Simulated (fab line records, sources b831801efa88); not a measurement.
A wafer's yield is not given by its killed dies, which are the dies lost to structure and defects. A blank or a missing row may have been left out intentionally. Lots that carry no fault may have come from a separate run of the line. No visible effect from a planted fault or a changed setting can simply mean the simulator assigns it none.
Matching of chambers / flow sky130 / SKY_FIELD_ISO_ETCH_17 on rie-si-02: 4 sister chambers
The step etches Si in HBr/Cl2/O2, target depth 342 nm, time 97.7 s. 4 wafers are shown with their chamber, then 7 later ones without.

== WAFERS WITH THEIR CHAMBER ==
wafer=L378.3; chamber=1; oes-product-au (a.u.)=0.995
wafer=L380.4; chamber=0; oes-product-au (a.u.)=1.011
wafer=L382.1; chamber=3; oes-product-au (a.u.)=1.016
wafer=L382.2; chamber=2; oes-product-au (a.u.)=1.005

== WAFERS WHOSE CHAMBER IS MISSING ==
wafer=L382.3; oes-product-au (a.u.)=1.002
wafer=L387.1; oes-product-au (a.u.)=0.982
wafer=L387.4; oes-product-au (a.u.)=1.000
wafer=L387.6; oes-product-au (a.u.)=0.987
wafer=L390.1; oes-product-au (a.u.)=0.985
wafer=L390.2; oes-product-au (a.u.)=0.995
wafer=L390.3; oes-product-au (a.u.)=1.001

== EACH ONE'S CHAMBER ==
wafer=L382.3; from the rows above=can't be placed: 2 or 1 or 0 or 3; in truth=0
wafer=L387.1; from the rows above=can't be placed: 1 or 2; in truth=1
wafer=L387.4; from the rows above=can't be placed: 2 or 1 or 0 or 3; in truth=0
wafer=L387.6; from the rows above=can't be placed: 1 or 2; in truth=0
wafer=L390.1; from the rows above=can't be placed: 1 or 2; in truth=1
wafer=L390.2; from the rows above=can't be placed: 1 or 2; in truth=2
wafer=L390.3; from the rows above=can't be placed: 2 or 1 or 0 or 3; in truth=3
Correctly placed: 0 of 7. Unplaceable from these rows: 7, with the true chamber sitting among the candidates in 6. Placed wrongly: 0.
How it was worked out, from the rows above alone: a wafer's distance from a chamber is the root of the sum, over the readings, of the square of ((its reading less the chamber's mean) divided by the reading's scatter). If the next closest chamber is less than 2 further off than the closest, the wafer can't be placed; otherwise it belongs to the closest. Each chamber's mean is taken over the wafers shown for it. The scatter: with one shown wafer a chamber, the root of the mean of the squares of how far each hidden wafer lies from its nearest shown one.
